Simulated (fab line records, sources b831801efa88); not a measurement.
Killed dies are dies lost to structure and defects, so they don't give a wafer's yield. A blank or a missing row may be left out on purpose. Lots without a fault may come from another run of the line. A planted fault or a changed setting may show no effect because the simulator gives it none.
Problem report in the 8D (eight disciplines) form, filled by code | flow gf180mcu | the parts of the form that need people (team, actions taken, sign-off) are left out

1. THE PROBLEM
NSD_RS at GF_PSD_RS_MEAS_14 reads a mean of 46.95 ohm/sq on 6 wafers of 2 lots; wafers without a fault read 46.13 ohm/sq with a standard deviation of 0.083. That is +9.9 standard deviations from the usual mean.
The step: measures by four-point-probe.
First seen on wafer L299.1, day 21 10:29, on film_metro-04. The record holds 36 wafers of 12 lots with a number at this step. Rule for "out", or "out of limits": more than 4 standard deviations from the usual mean. The other wafers with a number count as sound.

2. WHAT IT IS AND WHAT IT IS NOT
question                    | is                     | is not
which readings at this step | NSD_RS                 | -
which lots                  | L299, L300             | L280, L282, L283, L284, L286, L287, L289, L291, L301, L302
which wafers of those lots  | all that have a number | -
read on which gauges        | film_metro-04          | film_metro-02, film_metro-03
when                        | from day 21 10:29      | up to then (24 sound wafers); but 6 sound wafers of L301, L302 came after

3. SUSPECTS, AND WHAT RULES EACH OUT
Counting: a tool at a process step up to the reading stays a suspect if it ran every lot that is out and no sound lot after the first of them.
- the gauge at GF_PSD_RS_MEAS_14: ruled out. All the wafers that are out were read on film_metro-04, but those of them that GF_NSD_IMPLANT_09 has rows for are out there too, on other tools.
- implanter-02 at GF_NSD_IMPLANT_09: kept. It ran every lot that is out, first L299 (day 20 09:04), and no sound lot after that; its last sound lot up to then is L291 (day 17 20:31). Its own readings are out on those wafers: beam_energy_keV.
Left after counting: implanter-02 at GF_NSD_IMPLANT_09.

4. THE CAUSE (what the simulator had put in)
Process parameter drift: implanter-02, from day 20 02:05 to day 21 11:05, at GF_NSD_IMPLANT_09. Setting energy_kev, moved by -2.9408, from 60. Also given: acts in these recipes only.
Counting left only this tool.

5. THE CHAIN OF EFFECTS, in route order
Each row: a reading whose mean over the struck wafers that have a number lies more than 3 standard deviations from the usual. Only readings for which the record gives a usual standard deviation are gone through. hours: the time from each lot's start at the first step in this table that gives one to its start at this step, as a median over the lots. sigmas: the change in usual standard deviations.
hours | step              | reading                  | usual        | on struck wafers | change | sigmas
0     | GF_NSD_IMPLANT_09 | beam_energy_keV          | 59.999       | 57.059           | -2.940 | -99 or more
0     | GF_NSD_STRIP_11   | strip_time_to_endpoint_s | 22.96 s      | 22.57            | -0.39  | -8.6
25    | GF_PSD_RS_MEAS_14 | NSD_RS                   | 46.13 ohm/sq | 46.95            | +0.82  | +9.9
The process steps in it:
- GF_NSD_IMPLANT_09
- GF_NSD_STRIP_11: strips in O2/N2.

6. WHAT WOULD HAVE CAUGHT IT SOONER
In this record the first reading out of limits at a measuring or inspecting step was taken at day 21 10:29, 32 hours after the fault began at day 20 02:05.
The tool's own readings at GF_NSD_IMPLANT_09 were out on every struck wafer that the step has a row for (beam_energy_keV): an alarm limit on them would have fired on the first of those.
All the lots that are out (2) had begun GF_NSD_IMPLANT_09 on implanter-02 by day 21 10:29. A hold on the tool at that time would have spared none of them.
